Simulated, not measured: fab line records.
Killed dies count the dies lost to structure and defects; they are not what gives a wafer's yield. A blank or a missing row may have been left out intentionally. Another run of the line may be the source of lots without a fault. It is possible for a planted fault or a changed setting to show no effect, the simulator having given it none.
Struck lot and sound lot, side by side / flow sky130 / 16 steps out of a route of 708
Sound: these wafers, L187.1, L187.3, L187.5. Struck: wafer L201.4 (left out: L201.3, a lot-mate that was not struck); the cause follows at the end.
For every step that has rows: the tool of each side, followed by ch and its chambers, followed by its first start. Under that, the readings that differ: sound wafers / struck wafers / difference of the means / sigmas: that difference in standard deviations of wafers without a fault.
alike: readings with means less than 2 such deviations apart, plus words and numbers identical on both sides. not compared: withheld readings, readings lacking a value on some wafer, bounds such as >300 that could conceal the same value, and numbers that have no deviation in the record and whose values overlap.
A row with sigmas, a row that says differs or no value, or rows on one side alone: a step with any of these is where the two part. Numbers that don't overlap but have no deviation are shown without sigmas and don't part them. A reading that every wafer of one side lacks parts them only if that side has two wafers or more.

SKY_CAP2M_THK_MEAS_01:
  sound: filmMetro-01 at day 41 11:40; struck: filmMetro-04 at day 45 15:34
  alike: CAP2M_CVD_00_THK
SKY_CAP2M_SPUTTER_02: material TiN, target thk 200 nm, time 166.7 s.
  sound: pvdSputter-02 at day 41 11:44; struck: pvdSputter-02 at day 45 15:36
  alike: throttleValvePct
SKY_CAP2M_RS_MEAS_03: uses a four-point probe to measure.
  sound: filmMetro-02 at day 41 11:50; struck: filmMetro-04 at day 45 15:45
  alike: CAP2M_TIN_RS
SKY_CAP2M_THK_MEAS_04: measures by xrf.
  sound: filmMetro-02 at day 41 11:58; struck: filmMetro-04 at day 45 15:51
  alike: CAP2M_TIN_THK
then, 7 steps without rows for these wafers: SKY_CAP2M_DEHYDRATE_05 (time 60 s); SKY_CAP2M_HMDS_06 (prime time 60 s); SKY_CAP2M_COAT_07 (resist thk 1140 nm); SKY_CAP2M_SOFTBAKE_08 (time 60 s); SKY_CAP2M_EXPOSE_09 (exposes mask CAP2M, target cd 1000 nm); SKY_CAP2M_PEB_10; SKY_CAP2M_DEVELOP_11 (develop time 60 s).
SKY_CAP2M_OVL_MEAS_12:
  sound: overlay-02 at day 42 11:43; struck: overlay-02 at day 46 05:56
  alike: CAP2M_OVL
SKY_CAP2M_METAL_ETCH_13: etches TiN in Cl2/BCl3, stops on SiO2, target depth 220 nm, time 62.9 s.
  sound on rieMetal-04 ch 0,1, day 42 11:45; struck on rieMetal-04 ch 1, day 46 05:59
reading=oesProductAu (a.u.); sound=0.934 0.943 0.936; struck=0.913; difference=-0.025; sigmas=-4
reading=model.NOVOLAK_of_CAP2M_COAT_07.thkNm (nm); sound=988.6 991 990.2; struck=1013; difference=+23; sigmas=
reading=model.etch.depthNm (nm); sound=199.6 200.8 200; struck=190.2; difference=-9.9; sigmas=
reading=model.CAP2M.featureDepthNm (nm); sound=199.6 200.8 200; struck=190.2; difference=-9.9; sigmas=
  alike: drypumpMotorCurrentA, throttleValvePct
  not compared: rfHoursCounterH
SKY_CAP2M_STRIP_14: strips in O2/N2.
  sound on plasmaAsher-03 ch 0,1, day 42 11:50; struck on plasmaAsher-02 ch 1, day 46 06:04
reading=drypumpMotorCurrentA (A); sound=5.60 5.59 5.53; struck=4.74; difference=-0.83; sigmas=-3
reading=oesProductAu (a.u.); sound=0.710 0.701 0.707; struck=0.719; difference=+0.013; sigmas=+3
reading=stripTimeToEndpointS (s); sound=12.61 12.62 12.62; struck=12.82; difference=+0.20; sigmas=+4
  not compared: rfHoursCounterH
then, 1 step without rows for these wafers: SKY_CAP2M_STRIP_15 (strips in post etch residue remover, time 1200 s).
-- the record jumps here: 4 days lie between the struck wafers' starts before and after (it left off in module CAP2M and takes up again in module PAD_OPEN, whose first step shown is number 708 of the route) --
SKY_PAD_OPEN_PROBE_99:
  sound: prober-01 at day 47 08:02; struck: prober-01 at day 50 11:54
reading=hold; sound=- - -; struck=awaitDispo/1.7h/release; difference=no value on the sound wafers; sigmas=
reading=defectLimitedYield (%); sound=78.3 81.1 82.3; struck=19.5; difference=-61.1; sigmas=-31
reading=killed_at_M4_up; sound=8 5 2; struck=1; difference=-4; sigmas=-2
reading=killedAtFrontEnd; sound=24 14 25; struck=11; difference=-10; sigmas=-2
reading=killedAtOther; sound=0 0 0; struck=328; difference=+328; sigmas=+99 or more
reading=killedDies; sound=107 93 87; struck=396; difference=+300; sigmas=+31
reading=killedOnRim; sound=26 20 21; struck=94; difference=+72; sigmas=+17
reading=killedShort; sound=51 43 30; struck=28; difference=-13; sigmas=-2
  alike: killed_at_M0_to_M3, killedAtContacts, killedOpen

== WHERE THEY PART ==
First at SKY_CAP2M_METAL_ETCH_13; last, within this record, at SKY_PAD_OPEN_PROBE_99.

WHY: what had been put in by the simulator
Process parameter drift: rieMetal-04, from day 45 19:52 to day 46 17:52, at SKY_CAP2M_METAL_ETCH_13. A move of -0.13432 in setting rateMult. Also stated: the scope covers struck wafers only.
